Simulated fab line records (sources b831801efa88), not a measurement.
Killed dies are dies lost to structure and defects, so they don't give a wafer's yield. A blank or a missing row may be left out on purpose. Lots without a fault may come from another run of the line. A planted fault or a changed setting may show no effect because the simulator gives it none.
What tool caused it? | flow gf180mcu | 13 lots, 39 wafers sampled, at 4 steps of a route of 602

== WHAT THE GAUGES SHOWED, per wafer ==
GF_PASSIVATION_THK_MEAS_03.
lot  | measured     | on            | PASSIVATION_CVD_02_THK (nm)
L987 | day 28 17:44 | film-metro-03 | 706 700 714
L988 | day 29 01:10 | film-metro-02 | 693 685 702
L989 | day 29 09:50 | film-metro-02 | 696 731 707
L990 | day 29 22:46 | film-metro-02 | 696 700 702
L991 | day 30 01:32 | film-metro-03 | 690 706 702
L992 | day 30 11:56 | film-metro-03 | 688 695 712
L993 | day 30 12:52 | film-metro-03 | 684 697 704
L994 | day 31 00:46 | film-metro-04 | 697 700 690
L995 | day 31 04:44 | film-metro-03 | 697 697 710
L996 | day 31 10:36 | film-metro-04 | 692 703 692
L997 | day 31 19:38 | film-metro-02 | 703 703 707
L998 | day 32 03:57 | film-metro-02 | 690 684 702
L101 | day 32 17:08 | film-metro-04 | 685 698 707

== EACH LOT AND THE TOOL THAT RAN IT (in order: tool; ch and the chambers of the sampled wafers; start) ==
lot  | GF_M3_SPUTTER_03             | GF_V3_CMP_26                  | GF_M4_SPUTTER_02
L987 | pvd-sputter-03, day 20 22:40 | cmp-02 ch 0,1,2, day 23 00:43 | pvd-sputter-04, day 23 01:02
L988 | pvd-sputter-01, day 21 08:38 | cmp-01 ch 1,2,3, day 23 10:28 | pvd-sputter-01, day 23 10:53
L989 | pvd-sputter-03, day 21 21:10 | cmp-02 ch 0,1, day 23 21:55   | pvd-sputter-01, day 23 22:22
L990 | pvd-sputter-01, day 22 08:22 | cmp-01 ch 0,1,2, day 24 09:22 | pvd-sputter-01, day 24 09:45
L991 | pvd-sputter-02, day 22 14:43 | cmp-02 ch 1,2, day 24 15:41   | pvd-sputter-04, day 24 16:07
L992 | pvd-sputter-03, day 23 04:43 | cmp-01 ch 0,2, day 25 02:52   | pvd-sputter-03, day 25 03:14
L993 | pvd-sputter-02, day 23 05:04 | cmp-01 ch 0,1,3, day 25 03:44 | pvd-sputter-01, day 25 04:07
L994 | pvd-sputter-03, day 23 19:53 | cmp-02 ch 0,2,3, day 25 17:49 | pvd-sputter-03, day 25 18:09
L995 | pvd-sputter-02, day 23 23:24 | cmp-02 ch 0,1,2, day 25 22:19 | pvd-sputter-04, day 25 22:39
L996 | pvd-sputter-01, day 24 08:13 | cmp-02 ch 1,2,3, day 26 06:08 | pvd-sputter-03, day 26 06:34
L997 | pvd-sputter-02, day 24 16:49 | cmp-01 ch 0,1,2, day 26 14:53 | pvd-sputter-03, day 26 15:13
L998 | pvd-sputter-02, day 25 03:34 | cmp-02 ch 2,3, day 27 00:35   | pvd-sputter-01, day 27 01:01
L101 | pvd-sputter-02, day 25 21:44 | cmp-01 ch 0,2, day 27 17:53   | pvd-sputter-01, day 27 18:19
- GF_M3_SPUTTER_03: material Ti, target thk 10 nm, time 6.7 s.
- GF_V3_CMP_26: polishes, stops on SiO2, t overpolish 15 s, target thk 0 nm.
- GF_M4_SPUTTER_02: material AlCu, target thk 450 nm, time 23.9 s.

== AS READ BY THE TOOLS THEMSELVES (means over the sampled wafers that have a number; for cases with no such wafer, the mark the record gives instead) ==
GF_M3_SPUTTER_03.
lot  | tool           | throttle-valve-pct (%)
L987 | pvd-sputter-03 | 29.4
L988 | pvd-sputter-01 | 30.2
L989 | pvd-sputter-03 | 30.6
L990 | pvd-sputter-01 | 30.5
L991 | pvd-sputter-02 | 31.1
L992 | pvd-sputter-03 | 30.2
L993 | pvd-sputter-02 | 31.9
L994 | pvd-sputter-03 | 28.9
L995 | pvd-sputter-02 | 30.2
L996 | pvd-sputter-01 | 30.4
L997 | pvd-sputter-02 | 31.7
L998 | pvd-sputter-02 | 30.2
L101 | pvd-sputter-02 | 31.7

GF_V3_CMP_26.
lot  | tool   | motor-current-A (A) | overpolish-run-s (s) | slurry-flow-ml-min | time-to-endpoint-s (s)
L987 | cmp-02 | 11.7                | 15.006               | 149.5              | 80
L988 | cmp-01 | 10.6                | 15.004               | 149.9              | 85
L989 | cmp-02 | 12.6                | 14.995               | 149.8              | 82
L990 | cmp-01 | 10.7                | 15.003               | 150.3              | 88
L991 | cmp-02 | 12.1                | 15.000               | 150.1              | 85
L992 | cmp-01 | 10.6                | 15.005               | 149.7              | 84
L993 | cmp-01 | 11.2                | 15.004               | 149.6              | 89
L994 | cmp-02 | 11.5                | 15.010               | 150.4              | 84
L995 | cmp-02 | 12.0                | 14.991               | 150.0              | 85
L996 | cmp-02 | 11.5                | 15.000               | 150.1              | 80
L997 | cmp-01 | 10.9                | 14.998               | 149.9              | 91
L998 | cmp-02 | 11.1                | 15.009               | 150.0              | 80
L101 | cmp-01 | 10.1                | 15.002               | 150.2              | 86

GF_M4_SPUTTER_02.
lot  | tool           | throttle-valve-pct (%)
L987 | pvd-sputter-04 | 30.8
L988 | pvd-sputter-01 | 30.1
L989 | pvd-sputter-01 | 30.4
L990 | pvd-sputter-01 | 30.4
L991 | pvd-sputter-04 | 30.6
L992 | pvd-sputter-03 | 30.4
L993 | pvd-sputter-01 | 30.5
L994 | pvd-sputter-03 | 29.9
L995 | pvd-sputter-04 | 30.8
L996 | pvd-sputter-03 | 30.1
L997 | pvd-sputter-03 | 30.1
L998 | pvd-sputter-01 | 30.3
L101 | pvd-sputter-01 | 30.6

== THE ANSWER, worked out from the rows above alone ==
Rule: the lots themselves supply what counts as usual. The widest of any qualifying gaps counts: lots, ordered by their means at a reading, are off when they make up no more than a third of the lots, leave a main group of 4 or more, and stand apart from it by 3 or more times the standard deviation of that group's means. Not used: any main group whose means are identical at the precision the tables above print for the reading. Also off: a lot with no number at a reading for which 4 or more lots have one. Any other lot the step has rows for is counted as sound. Order of review: gauges by route order, followed by the tools' own readings, for which a lot's mean as printed above is used. At the first step where some lot is off, the reading lying furthest off is the one used; lots without a number count as furthest.
No lot is off on any of the readings shown, so nothing can be concluded from this.

== WHAT THE SIMULATOR HAD INSERTED ==
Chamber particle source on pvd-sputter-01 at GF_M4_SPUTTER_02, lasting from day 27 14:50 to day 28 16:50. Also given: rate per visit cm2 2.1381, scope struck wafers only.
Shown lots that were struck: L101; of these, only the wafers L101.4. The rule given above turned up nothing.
